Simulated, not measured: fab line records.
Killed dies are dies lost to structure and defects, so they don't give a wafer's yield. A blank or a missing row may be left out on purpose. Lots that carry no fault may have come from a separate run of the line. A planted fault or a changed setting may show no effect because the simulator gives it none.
fab line records	flow sky130
record: lots: 11	wafers: 33	lastDay: 50
route steps=708 shown GATE_OXIDE@194 LDD_N@253 LI_CONTACT@382 PAD_OPEN@708
lots untouched by any fault: they come from a run of this same line in which no faults occurred
startH: start of the lot's first displayed wafer, in hours after the record's first day	waitH: how many hours have passed since the lot's step before this one	" repeats the value in the row above	L1.1+2: a row that stands for several wafers	- no value, or no start given	* or withheld: withheld	< > ~ a bound
route shown NAME@n: a module of which the file shows steps, and the number in the route of the first	usual: mean/standard deviation of fault-free wafers	same: alike in all rows	chamber/n: place in a boat	sites: each site's reading	_std_site: standard deviation of those values	_edge_site: the outer-site mean with the inner-site mean subtracted	radiusMm: for every site, how far away it sits from the centre of the wafer	mask NAME#n: copy n	behind: tool/chamber where the wafer was last shaped	hold: why the lot was held/for how many hours/how that ended	device: transistor that didn't switch, given as n, p or np	end of line: at the end of the route, the tests of the same wafers	where a step has no rows: the recipe by itself	killed: at the first sort, the dies lost to defects and structure; wafer yield is something else	map: per-die view of a wafer (x killed, . not killed, _ where there is no die)
set.NAME: setting as actually run; set.NAME@STEP: the setting as run at that earlier step	model.NAME: the simulator's own value behind a step, which no gauge read
one table for each step of the route and one row for each wafer, over a sample of lots
services: the hour from which a tool's chamber was out of use, counted from the record's first day as startH (under 0 if before that day), plus the number of hours and why
== steps ==
step: SKY_GATE_OXIDE_EXPOSE_07
recipe: maskId: LVOM	na: 0.6	sourceShape: conventional	sigmaOuter: 0.6	polarization: unpolarized	targetCdNm: 600	doseMj: 170
usual: stageVelMmS: 499.96/0.27
lot.wafer	tool	chamber	startH	waitH	mask	stageVelMmS
L828.2	ilineStepper-01	0	291.69	-	LVOM#0	500.27
L828.4	"	0	"	"	LVOM#0	499.95
L828.5	"	0	"	"	LVOM#0	500.11
L830.1	ilineStepper-01	0	307.54	-	LVOM#0	499.43
L830.3	"	0	"	"	LVOM#0	499.96
L830.6	"	0	"	"	LVOM#0	499.78
L831.1	ilineStepper-01	0	315.54	-	TUNM#0	500.12
L831.5	"	0	"	"	TUNM#0	499.98
L831.6	"	0	"	"	TUNM#0	499.97
L842.3	ilineStepper-02	0	408.35	-	LVOM#0	500.19
L842.4	"	0	"	"	LVOM#0	500.35
L842.5	"	0	"	"	LVOM#0	500.25
L843.1	ilineStepper-01	0	428.76	-	LVOM#0	500.18
L843.3	"	0	"	"	LVOM#0	500.05
L843.5	"	0	"	"	LVOM#0	500.12
L844.1	ilineStepper-01	0	435.84	-	LVOM#0	500.14
L844.3	"	0	"	"	LVOM#0	499.90
L844.6	"	0	"	"	LVOM#0	500.04
L846.1	ilineStepper-01	0	449.11	-	LVOM#0	499.63
L846.2	"	0	"	"	LVOM#0	499.63
L846.5	"	0	"	"	LVOM#0	499.66
L847.2	ilineStepper-02	0	451.63	-	LVOM#0	499.87
L847.5	"	0	"	"	LVOM#0	500.34
L847.6	"	0	"	"	LVOM#0	499.86
L848.1	ilineStepper-01	0	461.25	-	LVOM#0	499.86
L848.4	"	0	"	"	LVOM#0	499.86
L848.6	"	0	"	"	LVOM#0	499.72
L849.2	ilineStepper-01	0	469.16	-	LVOM#0	500.20
L849.3	"	0	"	"	LVOM#0	500.28
L849.6	"	0	"	"	LVOM#0	500.40
L851.1	ilineStepper-02	0	485.21	-	LVOM#0	499.57
L851.4	"	0	"	"	LVOM#0	499.54
L851.6	"	0	"	"	LVOM#0	499.50
step: SKY_GATE_OXIDE_OVL_MEAS_10
usual: GATE_OXIDE_OVL: -0.1/1.3
lot.wafer	tool	chamber	startH	waitH	GATE_OXIDE_OVL[nm]
L828.2	overlay-02	-	304.69	0.1	-1.7
L828.4	"	-	"	"	-2.2
L828.5	"	-	"	"	-2.1
L830.1	overlay-01	-	319.64	0.1	-0.9
L830.3	"	-	"	"	0.3
L830.6	"	-	"	"	-1.1
L831.1	overlay-02	-	328.99	0.1	-
L831.5	"	-	"	"	-
L831.6	"	-	"	"	-
L842.3	overlay-02	-	422.75	0.1	0.8
L842.4	"	-	"	"	0.6
L842.5	"	-	"	"	-0.8
L843.1	overlay-01	-	444.29	0.1	2.1
L843.3	"	-	"	"	-0.8
L843.5	"	-	"	"	1.5
L844.1	overlay-02	-	451.19	0.1	-1.1
L844.3	"	-	"	"	-2.3
L844.6	"	-	"	"	-1.2
L846.1	overlay-01	-	464.79	0.1	2.9
L846.2	"	-	"	"	2.5
L846.5	"	-	"	"	1.2
L847.2	overlay-01	-	466.59	0.1	0.4
L847.5	"	-	"	"	0.2
L847.6	"	-	"	"	0.2
L848.1	overlay-02	-	476.69	0.1	1.5
L848.4	"	-	"	"	1.3
L848.6	"	-	"	"	1.4
L849.2	overlay-01	-	484.19	0.1	1.3
L849.3	"	-	"	"	1.9
L849.6	"	-	"	"	1.4
L851.1	overlay-01	-	499.69	0.1	1.2
L851.4	"	-	"	"	0.4
L851.6	"	-	"	"	-0.8
step: SKY_GATE_OXIDE_TW_MEAS_14
usual: GATE_OXIDE_TW: 223.3/1.2
lot.wafer	tool	chamber	startH	waitH	GATE_OXIDE_TW
L828.2	filmMetro-01	-	305.25	0.1	221.8
L828.4	"	-	"	"	223.6
L828.5	"	-	"	"	223.8
L830.1	filmMetro-01	-	320.13	0.1	224.0
L830.3	"	-	"	"	224.4
L830.6	"	-	"	"	223.4
L831.1	filmMetro-02	-	329.38	0.1	29.6
L831.5	"	-	"	"	29.8
L831.6	"	-	"	"	29.8
L842.3	filmMetro-01	-	423.14	0.1	221.4
L842.4	"	-	"	"	222.3
L842.5	"	-	"	"	223.5
L843.1	filmMetro-03	-	444.68	0.1	224.7
L843.3	"	-	"	"	224.5
L843.5	"	-	"	"	224.7
L844.1	filmMetro-01	-	451.67	0.1	222.4
L844.3	"	-	"	"	223.5
L844.6	"	-	"	"	223.6
L846.1	filmMetro-03	-	465.17	0.1	225.2
L846.2	"	-	"	"	224.1
L846.5	"	-	"	"	224.0
L847.2	filmMetro-03	-	466.98	0.1	223.3
L847.5	"	-	"	"	224.0
L847.6	"	-	"	"	223.2
L848.1	filmMetro-03	-	477.08	0.1	224.1
L848.4	"	-	"	"	224.6
L848.6	"	-	"	"	224.8
L849.2	filmMetro-01	-	484.58	0.1	223.5
L849.3	"	-	"	"	223.9
L849.6	"	-	"	"	221.4
L851.1	filmMetro-03	-	500.07	0.1	222.6
L851.4	"	-	"	"	222.8
L851.6	"	-	"	"	224.5
step: SKY_LDD_N_STRIP_16
recipe: chemistry: O2/N2	powerW: 1400	pressureMtorr: 1500	platenTempC: withheld	o2FlowSccm: 3000	n2FlowSccm: 300	overashFraction: 0.5
usual: drypumpMotorCurrentA: 5.40/0.29	oesProductAu: 0.406/0.0043	stripTimeToEndpointS: 4.313/0.015
lot.wafer	tool	chamber	startH	waitH	drypumpMotorCurrentA	oesProductAu	rfHoursCounterH	stripTimeToEndpointS
L828.2	plasmaAsher-01	0	398.62	0.1	5.93	0.407	69	4.313
L828.4	"	0	"	"	5.91	0.408	-	4.306
L828.5	"	0	"	"	5.91	0.397	-	4.344
L830.1	plasmaAsher-04	1	413.76	0.1	5.52	0.399	31	4.323
L830.3	"	1	"	"	5.53	0.406	-	4.288
L830.6	"	0	"	"	5.56	0.401	-	4.317
L842.3	plasmaAsher-04	0	523.49	0.1	5.56	0.413	-	4.311
L842.4	"	1	"	"	5.52	0.409	-	4.305
L842.5	"	1	"	"	5.49	0.412	-	4.299
L843.1	plasmaAsher-04	0	544.11	0.1	5.55	0.408	44	4.303
L843.3	"	0	"	"	5.54	0.411	-	4.305
L843.5	"	0	"	"	5.54	0.402	-	4.315
L844.1	plasmaAsher-04	0	550.68	0.1	5.53	0.417	45	4.308
L844.3	"	0	"	"	5.55	0.398	-	4.285
L844.6	"	1	"	"	5.52	0.412	-	4.323
L846.1	plasmaAsher-04	0	563.02	0.1	5.56	0.409	46	4.286
L846.2	"	1	"	"	5.50	0.410	46	4.315
L846.5	"	1	"	"	5.53	0.414	-	4.302
L847.2	plasmaAsher-01	0	567.66	0.2	5.91	0.411	85	4.301
L847.5	"	1	"	"	5.37	0.405	-	4.306
L847.6	"	0	"	"	5.90	0.412	-	4.293
L848.1	plasmaAsher-04	1	575.58	0.1	5.50	0.406	48	4.332
L848.4	"	1	"	"	5.51	0.408	-	4.334
L848.6	"	0	"	"	5.59	0.405	-	4.308
L849.2	plasmaAsher-04	0	584.03	0.1	5.57	0.405	49	4.306
L849.3	"	1	"	"	5.52	0.411	-	4.314
L849.6	"	1	"	"	5.53	0.408	-	4.328
L851.1	plasmaAsher-02	1	596.38	0.1	5.01	0.408	16	4.325
L851.4	"	0	"	"	5.10	0.400	-	4.304
L851.6	"	0	"	"	5.10	0.410	-	4.316
step: SKY_LI_CONTACT_SPUTTER_20
recipe: material: TiN	targetThkNm: 20	chamberPressurePa: 5	powerW: 4000	timeS: 80
usual: throttleValvePct: 30.0/1.1
lot.wafer	tool	chamber	startH	waitH	throttleValvePct
L828.2	pvdSputter-04	-	673.19	0.0	31.9
L828.4	"	-	"	"	30.1
L828.5	"	-	"	"	32.2
L830.1	pvdSputter-04	-	688.84	0.0	28.2
L830.3	"	-	"	"	32.1
L830.6	"	-	"	"	32.1
L842.3	pvdSputter-02	-	784.49	0.0	30.8
L842.4	"	-	"	"	28.6
L842.5	"	-	"	"	30.5
L843.1	pvdSputter-04	-	800.86	0.0	30.3
L843.3	"	-	"	"	28.8
L843.5	"	-	"	"	32.2
L844.1	pvdSputter-04	-	807.69	0.0	30.4
L844.3	"	-	"	"	32.3
L844.6	"	-	"	"	30.2
L846.1	pvdSputter-02	-	818.22	0.0	28.6
L846.2	"	-	"	"	30.6
L846.5	"	-	"	"	28.9
L847.2	pvdSputter-01	-	823.76	0.0	30.9
L847.5	"	-	"	"	30.0
L847.6	"	-	"	"	28.8
L848.1	pvdSputter-02	-	828.29	0.0	29.0
L848.4	"	-	"	"	28.3
L848.6	"	-	"	"	30.7
L849.2	pvdSputter-04	-	838.39	0.0	29.0
L849.3	"	-	"	"	30.4
L849.6	"	-	"	"	30.1
L851.1	pvdSputter-04	-	848.76	0.0	32.1
L851.4	"	-	"	"	28.7
L851.6	"	-	"	"	32.3
step: SKY_LI_CONTACT_THK_MEAS_23
recipe: thkMeasGauge: xrf	reads: W_of_LI_CONTACT_CVD_21
usual: LI_CONTACT_W_THK: 407/7.1
lot.wafer	tool	chamber	startH	waitH	LI_CONTACT_W_THK[nm]
L828.2	filmMetro-03	-	673.51	0.1	406
L828.4	"	-	"	"	408
L828.5	"	-	"	"	397
L830.1	filmMetro-01	-	689.15	0.1	413
L830.3	"	-	"	"	398
L830.6	"	-	"	"	402
L842.3	filmMetro-04	-	784.82	0.1	413
L842.4	"	-	"	"	412
L842.5	"	-	"	"	413
L843.1	filmMetro-01	-	801.17	0.1	400
L843.3	"	-	"	"	406
L843.5	"	-	"	"	416
L844.1	filmMetro-01	-	808.00	0.1	406
L844.3	"	-	"	"	401
L844.6	"	-	"	"	405
L846.1	filmMetro-03	-	818.52	0.1	407
L846.2	"	-	"	"	399
L846.5	"	-	"	"	405
L847.2	filmMetro-03	-	824.08	0.1	414
L847.5	"	-	"	"	398
L847.6	"	-	"	"	411
L848.1	filmMetro-01	-	828.60	0.1	418
L848.4	"	-	"	"	406
L848.6	"	-	"	"	422
L849.2	filmMetro-01	-	838.71	0.1	403
L849.3	"	-	"	"	405
L849.6	"	-	"	"	401
L851.1	filmMetro-01	-	849.07	0.1	413
L851.4	"	-	"	"	411
L851.6	"	-	"	"	416
step: SKY_PAD_OPEN_PROBE_99
usual: killed_at_M0_to_M3: 44/7.8	killed_at_M4_up: 3.1/1.7	killedAtContacts: 25/5.1	killedAtFrontEnd: 15/4.4	killedAtOther: 0.5/0.68	killedDies: 88/9.9	killedOnRim: 17/3.9	killedOpen: 48/6.9	killedShort: 39/6.5
same: grossDies: 492	killedAtBackSide: 0
lot.wafer	tool	chamber	startH	waitH	killed_at_M0_to_M3	killed_at_M4_up	killedAtContacts	killedAtFrontEnd	killedAtOther	killedDies	killedOnRim	killedOpen	killedShort
L831.1	prober-01	-	1090.08	0.1	38	2	25	426	1	492	96	46	33
L831.5	prober-01	-	1090.28	0.2	59	2	24	407	0	492	96	55	48
L831.6	prober-01	-	1090.33	0.2	43	2	24	423	0	492	96	46	37
killed by level:class
L831.1 GATE_OXIDE:areaExpose=413 VIA1:geometricParticle:open=11 LI_CONTACT:geometricParticle:open=8 FIELD_ISO:geometricParticle:short=7 CONTACT:geometricParticle:open=7 VIA3:geometricParticle:open=6 VIA2:geometricParticle:open=5 METAL1:geometricParticle:short=5
L831.5 GATE_OXIDE:areaExpose=389 VIA1:geometricParticle:open=13 VIA3:geometricParticle:open=12 CONTACT:geometricParticle:open=11 METAL2:geometricParticle:short=9 VIA2:geometricParticle:short=7 POLY_GATE:geometricParticle:short=5 LI_CONTACT:geometricParticle:open=5
L831.6 GATE_OXIDE:areaExpose=408 CONTACT:geometricParticle:open=10 VIA1:geometricParticle:open=10 VIA2:geometricParticle:open=8 LI_CONTACT:geometricParticle:open=7 METAL2:geometricParticle:short=6 VIA3:geometricParticle:short=5 POLY_GATE:geometricParticle:short=4
== services ==
tool	chamber	startH	hours	kind
ilineStepper-01	-	286.49	2.8	repair
ilineStepper-02	-	305.94	4.4	pm
ilineStepper-02	-	315.84	1.7	pm
ilineStepper-01	-	319.72	4.4	pm
ilineStepper-02	-	342.34	5.6	repair
plasmaAsher-04	-	344.65	0.7	repair
pvdSputter-02	-	372.91	110.0	repair
ilineStepper-01	-	400.44	3.6	repair
pvdSputter-04	-	426.73	8.8	repair
ilineStepper-01	-	483.94	1.7	pm
ilineStepper-01	-	503.62	5.8	repair
ilineStepper-02	-	509.43	2.1	pm
ilineStepper-02	-	534.02	1.7	pm
plasmaAsher-04	-	555.18	3.9	repair
plasmaAsher-04	-	556.25	0.7	repair
ilineStepper-01	-	556.60	3.8	repair
pvdSputter-04	-	582.52	0.9	repair
plasmaAsher-04	-	664.30	10.0	repair
ilineStepper-01	-	667.41	8.9	pm
pvdSputter-04	-	690.06	1.8	repair
plasmaAsher-04	-	696.76	2.3	repair
ilineStepper-01	-	702.12	1.7	pm
plasmaAsher-04	-	807.46	2.8	repair
ilineStepper-01	-	832.65	3.3	repair
== key ==
firstSign: step: SKY_GATE_OXIDE_EXPOSE_07	reading: mask	direction: changed
effect: step: SKY_GATE_OXIDE_OVL_MEAS_10	reading: GATE_OXIDE_OVL	direction: missing
effect: step: SKY_GATE_OXIDE_TW_MEAS_14	reading: GATE_OXIDE_TW	direction: down	sigmas: 99+	usual: 223.3	struck: 29.7
effect: step: SKY_PAD_OPEN_PROBE_99	reading: killedAtFrontEnd	direction: up	sigmas: 91	usual: 15	struck: 419
moreKillsBornAt: SKY_GATE_OXIDE_EXPOSE_07@ilineStepper-01: 1210
metAt SKY_GATE_OXIDE_EXPOSE_07
struckLots L831
laterRowsLeftOut L831.1,L831.5,L831.6
testerLeftOut L831
notActingAt SKY_LDD_N_STRIP_16,SKY_LI_CONTACT_SPUTTER_20,SKY_LI_CONTACT_THK_MEAS_23
onsetBetween 307.54 315.54
fault: kind: wrongMask	tool: any	chamber: -	onsetH: 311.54	steps: SKY_GATE_OXIDE_EXPOSE_07	auxCopy: TUNM#0	scope: struckLotsOnly
testerLeftOut: of these lots the tester's yield and bins aren't shown, on N5 and GAA mostly nor the transistor test; their killed dies are dies lost to structure and defects alone, not to doping, threshold or leakage, so they don't give the yield
laterRowsLeftOut: the simulator's readings of these wafers behind a module that went badly wrong aren't trusted and aren't shown, but for the sort
